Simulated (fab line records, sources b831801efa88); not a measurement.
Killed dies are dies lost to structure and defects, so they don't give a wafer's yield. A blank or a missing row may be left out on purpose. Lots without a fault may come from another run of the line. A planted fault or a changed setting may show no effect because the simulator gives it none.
Which tool did it? | flow gf180mcu | 13 lots, 39 wafers sampled, at 3 steps of a route of 602

WHAT THE GAUGES READ, wafer by wafer
GF_CONTACT_OVL_MEAS_15.
lot  | measured     | on         | CONTACT_OVL (nm)
L101 | day 16 01:42 | overlay-01 | 8 12 3
L102 | day 16 11:15 | overlay-01 | -4 1 -3
L104 | day 17 06:09 | overlay-01 | 5 2 9
L105 | day 17 13:09 | overlay-01 | -3 -4 -3
L114 | day 21 00:43 | overlay-02 | -3 7 1
L115 | day 21 09:32 | overlay-01 | 7 3 4
L116 | day 21 16:59 | overlay-01 | 5 9 15
L117 | day 21 23:05 | overlay-02 | 3 7 6
L118 | day 22 07:17 | overlay-01 | -2 -6 1
L121 | day 23 05:35 | overlay-01 | 11 17 13
L122 | day 23 13:53 | overlay-02 | 3 3 0
L123 | day 23 22:02 | overlay-01 | 0 -7 -8
L124 | day 24 09:08 | overlay-01 | -10 -10 -8

GF_M2_CD_MEAS_14: target cd 280 nm.
lot  | measured     | on        | cd_nm (nm)
L101 | day 19 03:56 | cd_sem-02 | 279.5 281.9 280.1
L102 | day 19 13:49 | cd_sem-02 | 279.9 280.2 279.9
L104 | day 20 10:27 | cd_sem-01 | 278.2 277.4 276.8
L105 | day 20 17:43 | cd_sem-02 | 282.5 283.1 281.6
L114 | day 24 03:30 | cd_sem-01 | 279.2 280.4 279.8
L115 | day 24 10:19 | cd_sem-01 | 280.0 279.9 280.0
L116 | day 24 17:28 | cd_sem-02 | 279.8 280.8 280.0
L117 | day 24 23:22 | cd_sem-02 | 278.8 279.2 280.3
L118 | day 25 07:42 | cd_sem-01 | 280.3 279.9 279.0
L121 | day 26 03:45 | cd_sem-01 | 280.1 279.7 280.8
L122 | day 26 12:22 | cd_sem-01 | 281.5 280.1 281.5
L123 | day 26 19:50 | cd_sem-02 | 280.3 280.9 280.3
L124 | day 27 05:34 | cd_sem-01 | 279.9 279.8 280.9

WHICH TOOL RAN EACH LOT (tool, then ch and the chambers of the sampled wafers, then the start)
lot  | GF_M1_SPUTTER_04
L101 | pvd_sputter-04, day 16 03:03
L102 | pvd_sputter-03, day 16 12:37
L104 | pvd_sputter-01, day 17 07:31
L105 | pvd_sputter-04, day 17 14:30
L114 | pvd_sputter-04, day 21 02:03
L115 | pvd_sputter-04, day 21 10:55
L116 | pvd_sputter-03, day 21 18:21
L117 | pvd_sputter-03, day 22 00:26
L118 | pvd_sputter-01, day 22 08:44
L121 | pvd_sputter-03, day 23 06:56
L122 | pvd_sputter-04, day 23 15:17
L123 | pvd_sputter-01, day 23 23:23
L124 | pvd_sputter-01, day 24 10:30
- GF_M1_SPUTTER_04: material TiN, target thk 50 nm, time 41.7 s.

WHAT THE TOOLS THEMSELVES READ (means of the sampled wafers that have a number; where no wafer has one, the mark that the record gives instead)
GF_M1_SPUTTER_04.
lot  | tool           | cathode_dc_power_W (W) | chamber_pressure_pa (Pa) | throttle_valve_pct (%)
L101 | pvd_sputter-04 | 6501.2                 | 0.3992                   | 30.3
L102 | pvd_sputter-03 | 6500.1                 | 0.3995                   | 30.2
L104 | pvd_sputter-01 | 6500.1                 | 0.3999                   | 30.6
L105 | pvd_sputter-04 | 6500.1                 | 0.3995                   | 30.2
L114 | pvd_sputter-04 | 6500.4                 | 0.3997                   | 30.3
L115 | pvd_sputter-04 | 6500.6                 | 0.4000                   | 30.1
L116 | pvd_sputter-03 | 6500.3                 | 0.3992                   | 29.6
L117 | pvd_sputter-03 | 6498.7                 | 0.4000                   | 29.7
L118 | pvd_sputter-01 | 6499.6                 | 0.3999                   | 30.7
L121 | pvd_sputter-03 | 6499.7                 | 0.3993                   | 30.2
L122 | pvd_sputter-04 | 6499.6                 | 0.4000                   | 30.7
L123 | pvd_sputter-01 | 6499.4                 | 0.3994                   | 30.6
L124 | pvd_sputter-01 | 6501.1                 | 0.3998                   | 30.5

THE ANSWER, worked out from the rows above alone
Rule: what is usual is taken from the lots themselves. Put in order of their means at a reading, lots are off if they are a third of the lots or fewer, leave a main group of 4 or more, and stand apart from it by a gap of 3 or more times the standard deviation of the main group's means; of several such gaps the widest counts. A main group whose means are all the same, to the digits that the tables above print for the reading, isn't used. A lot without any number at a reading at which 4 lots or more have one is off too. The other lots that the step has rows for count as sound. The gauges are gone through in route order, then the tools' own readings, and for those a lot's mean is taken as printed above. The first step at which some lot is off is used, and at that step the reading that is off furthest; a lot without a number counts as furthest.
No lot is off at any reading shown: from this, nothing can be told.

WHAT THE SIMULATOR HAD PUT IN
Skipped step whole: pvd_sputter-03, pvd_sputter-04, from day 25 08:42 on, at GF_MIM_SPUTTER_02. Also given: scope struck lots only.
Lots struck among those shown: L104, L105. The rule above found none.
